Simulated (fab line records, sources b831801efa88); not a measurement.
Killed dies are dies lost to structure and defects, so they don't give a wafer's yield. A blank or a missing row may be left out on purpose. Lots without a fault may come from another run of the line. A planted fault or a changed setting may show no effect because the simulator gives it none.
Problem report in the 8D (eight disciplines) form, filled by code | flow sky130 | the parts of the form that need people (team, actions taken, sign-off) are left out

1. THE PROBLEM
sort_bin_3_pad_short at SKY_PAD_OPEN_PROBE_99 reads a mean of 5.7 % on 3 wafers of 1 lot; wafers without a fault read 0.8 % with a standard deviation of 0.44. That is +11 standard deviations from the usual mean.
First seen on wafer L978.2, day 50 02:53, on prober-02. The record holds 3 wafers of 1 lot with a number at this step. Rule for "out", or "out of limits": more than 4 standard deviations from the usual mean. The other wafers with a number count as sound.

2. WHAT IT IS AND WHAT IT IS NOT
question                    | is                                                                                                       | is not
which readings at this step | sort_bin_3_pad_short, defect_limited_yield, killed_at_M0_to_M3, killed_dies, sort_n_pass, sort_yield_pct | killed_at_M4_up, killed_at_contacts, killed_at_other, killed_short, sort_bin_6_memory
which lots                  | L978                                                                                                     | -
which wafers of those lots  | all that have a number                                                                                   | -
read on which tools         | prober-02                                                                                                | -
when                        | from day 50 02:53                                                                                        | up to then (0 sound wafers)

3. SUSPECTS, AND WHAT RULES EACH OUT
Counting: a tool at a process step up to the reading stays a suspect if it ran every lot that is out and no sound lot after the first of them.
- wet_bench-02 at SKY_METAL1_STRIP_21 (strips in post etch residue remover, time 1200 s): kept. It ran the lot that is out, L978 (day 38 21:47), and no sound lot after that.
- prober-02 at SKY_PAD_OPEN_PROBE_99: kept. It ran the lot that is out, L978 (day 50 02:53), and no sound lot after that. Its own readings are out on those wafers: defect_limited_yield, killed_at_M0_to_M3, killed_dies, sort_bin_3_pad_short, sort_n_pass, sort_yield_pct.
Left after counting: wet_bench-02 at SKY_METAL1_STRIP_21, prober-02 at SKY_PAD_OPEN_PROBE_99.

4. THE CAUSE (what the simulator had put in)
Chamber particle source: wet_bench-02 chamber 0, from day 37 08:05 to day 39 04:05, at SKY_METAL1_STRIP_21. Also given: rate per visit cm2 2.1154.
Counting left 2 suspects, and this tool is among them.

5. THE CHAIN OF EFFECTS, in route order
Each row: a reading whose mean over the struck wafers that have a number lies more than 3 standard deviations from the usual. Only readings for which the record gives a usual standard deviation are gone through. hours: the time from each lot's start at the first step in this table that gives one to its start at this step, as a median over the lots. sigmas: the change in usual standard deviations.
hours | step                  | reading              | usual  | on struck wafers | change | sigmas
0     | SKY_PAD_OPEN_PROBE_99 | defect_limited_yield | 82.5 % | 71.1             | -11.4  | -6.0
0     | SKY_PAD_OPEN_PROBE_99 | killed_at_M0_to_M3   | 44     | 108              | +64    | +9.9
0     | SKY_PAD_OPEN_PROBE_99 | killed_dies          | 86     | 142              | +56    | +5.9
0     | SKY_PAD_OPEN_PROBE_99 | sort_bin_3_pad_short | 0.8 %  | 5.7              | +4.9   | +11
0     | SKY_PAD_OPEN_PROBE_99 | sort_bin_5_function  | 10.5 % | 16.0             | +5.5   | +3.4
0     | SKY_PAD_OPEN_PROBE_99 | sort_n_pass          | 406    | 350              | -56    | -5.9
0     | SKY_PAD_OPEN_PROBE_99 | sort_yield_pct       | 82.5 % | 71.1             | -11.4  | -6.0
The process steps in it:
- SKY_PAD_OPEN_PROBE_99

6. WHAT WOULD HAVE CAUGHT IT SOONER
In this record the first reading out of limits was taken at day 50 02:53, 307 hours after the fault began at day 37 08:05.
All the lots that are out (1) had begun SKY_METAL1_STRIP_21 on wet_bench-02 by day 50 02:53. A hold on the tool at that time would have spared none of them.
